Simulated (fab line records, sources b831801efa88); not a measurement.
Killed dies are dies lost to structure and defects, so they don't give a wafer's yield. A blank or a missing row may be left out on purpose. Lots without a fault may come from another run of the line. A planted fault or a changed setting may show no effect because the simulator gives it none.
Which tool did it? | flow sfq_line | 14 lots, 42 wafers sampled, at 1 step of a route of 325

WHAT THE GAUGES READ, wafer by wafer
SFQ_M0_OVL_MEAS_906.
lot  | measured     | on         | M0_OVL (nm)
L570 | day 8 11:40  | overlay-01 | -3 0 -7
L571 | day 8 15:16  | overlay-01 | -4 -3 -1
L573 | day 8 20:14  | overlay-02 | -1 -3 -10
L574 | day 9 02:04  | overlay-01 | -3 -2 1
L579 | day 9 22:35  | overlay-02 | -2 9 5
L580 | day 9 23:46  | overlay-02 | 1 3 -4
L582 | day 10 16:07 | overlay-02 | -5 -3 -13
L585 | day 11 09:14 | overlay-01 | 1 -1 -3
L586 | day 11 18:56 | overlay-01 | 1 3 -2
L587 | day 12 08:41 | overlay-02 | -1 4 3
L589 | day 12 21:06 | overlay-02 | -1 2 3
L591 | day 17 08:11 | overlay-02 | 2 3 -1
L592 | day 17 10:34 | overlay-02 | -6 4 1
L593 | day 17 14:11 | overlay-01 | 1 1 7

WHICH TOOL RAN EACH LOT (tool, then ch and the chambers of the sampled wafers, then the start)
The record holds no process step before these readings.

WHAT THE TOOLS THEMSELVES READ (means of the sampled wafers that have a number; where no wafer has one, the mark that the record gives instead)
The record holds no such reading with a usual standard deviation.

THE ANSWER, worked out from the rows above alone
Rule: what is usual is taken from the lots themselves. Put in order of their means at a reading, lots are off if they are a third of the lots or fewer, leave a main group of 4 or more, and stand apart from it by a gap of 3 or more times the standard deviation of the main group's means; of several such gaps the widest counts. A main group whose means are all the same, to the digits that the tables above print for the reading, isn't used. A lot without any number at a reading at which 4 lots or more have one is off too. The other lots that the step has rows for count as sound. The gauges are gone through in route order, then the tools' own readings, and for those a lot's mean is taken as printed above. The first step at which some lot is off is used, and at that step the reading that is off furthest; a lot without a number counts as furthest.
No lot is off at any reading shown: from this, nothing can be told.

WHAT THE SIMULATOR HAD PUT IN
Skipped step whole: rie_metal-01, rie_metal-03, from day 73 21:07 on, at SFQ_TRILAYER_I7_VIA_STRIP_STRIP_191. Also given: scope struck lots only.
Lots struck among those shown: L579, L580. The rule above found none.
